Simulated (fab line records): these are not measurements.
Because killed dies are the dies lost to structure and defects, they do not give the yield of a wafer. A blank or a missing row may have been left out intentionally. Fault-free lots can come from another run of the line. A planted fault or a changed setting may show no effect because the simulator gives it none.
Which tool was responsible?    flow gf180mcu    11 lots, 33 wafers sampled, at 2 steps of a route of 602

WHAT THE GAUGES READ, wafer by wafer
GF_V1_RS_MEAS_24: uses a four-point probe to measure.
lot   measured      on             V1_W_RS (ohm/sq)
L720  day 17 22:14  film-metro-03  0.324 0.324 0.326
L721  day 18 14:43  film-metro-02  0.329 0.328 0.328
L724  day 19 14:22  film-metro-02  0.330 0.330 0.323
L726  day 20 12:40  film-metro-03  0.328 0.328 0.330
L728  day 21 05:05  film-metro-03  0.330 0.330 0.331
L730  day 22 01:07  film-metro-01  0.334 0.336 0.333
L731  day 22 03:59  film-metro-03  0.332 0.334 0.337
L735  day 23 19:02  film-metro-01  0.224 0.224 0.327
L736  day 24 02:08  film-metro-03  0.330 0.330 0.327
L737  day 24 12:42  film-metro-03  0.325 0.325 0.223
L743  day 26 07:31  film-metro-03  0.323 0.329 0.328

EACH LOT AND THE TOOL THAT RAN IT (in order: tool; ch and the chambers of the sampled wafers; start)
lot   GF_V1_CVD_23
L720  cvd-w-02 ch 0,1, day 17 22:07
L721  cvd-w-02 ch 0,1, day 18 14:35
L724  cvd-w-02 ch 1, day 19 14:15
L726  cvd-w-01 ch 0,1, day 20 12:32
L728  cvd-w-01 ch 0,1, day 21 04:59
L730  cvd-w-01 ch 0,1, day 22 01:00
L731  cvd-w-01 ch 1, day 22 03:52
L735  cvd-w-02 ch 0,1, day 23 18:56
L736  cvd-w-01 ch 0,1, day 24 02:01
L737  cvd-w-02 ch 0,1, day 24 12:35
L743  cvd-w-01 ch 0,1, day 26 07:24
- GF_V1_CVD_23: deposits W, target thk 350 nm, time 105.05 s.

THE ANSWER, worked out from the rows above alone
Rule: what is usual is taken from the lots themselves. Put in order of their means at a reading, lots are off if they are a third of the lots or fewer, leave a main group of 4 or more, and stand apart from it by a gap of 3 or more times the standard deviation of the main group's means; of several such gaps the widest counts. If all means in a main group match to the digits the tables above print for the reading, that group is not used. A lot without any number at a reading at which 4 lots or more have one is off too. Any other lot the step has rows for is counted as sound.
Off: at GF_V1_RS_MEAS_24 (V1_W_RS), L735, L737. For the main group the mean is 0.329 ohm/sq and the standard deviation 0.0031.
A tool fits if, at a process step before that reading, it ran every lot that is off, and no sound lot after the first of them. The gauges at GF_V1_RS_MEAS_24 are tried like those tools. One fits: cvd-w-02 at GF_V1_CVD_23. A fault onset in the window from L724 (day 19 14:15, its last sound lot) to L735 (day 23 18:56, its first lot off) fits.

WHAT HAD BEEN PUT IN BY THE SIMULATOR
cvd-w-02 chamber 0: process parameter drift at GF_V1_CVD_23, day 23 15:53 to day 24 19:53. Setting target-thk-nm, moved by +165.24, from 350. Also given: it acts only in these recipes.
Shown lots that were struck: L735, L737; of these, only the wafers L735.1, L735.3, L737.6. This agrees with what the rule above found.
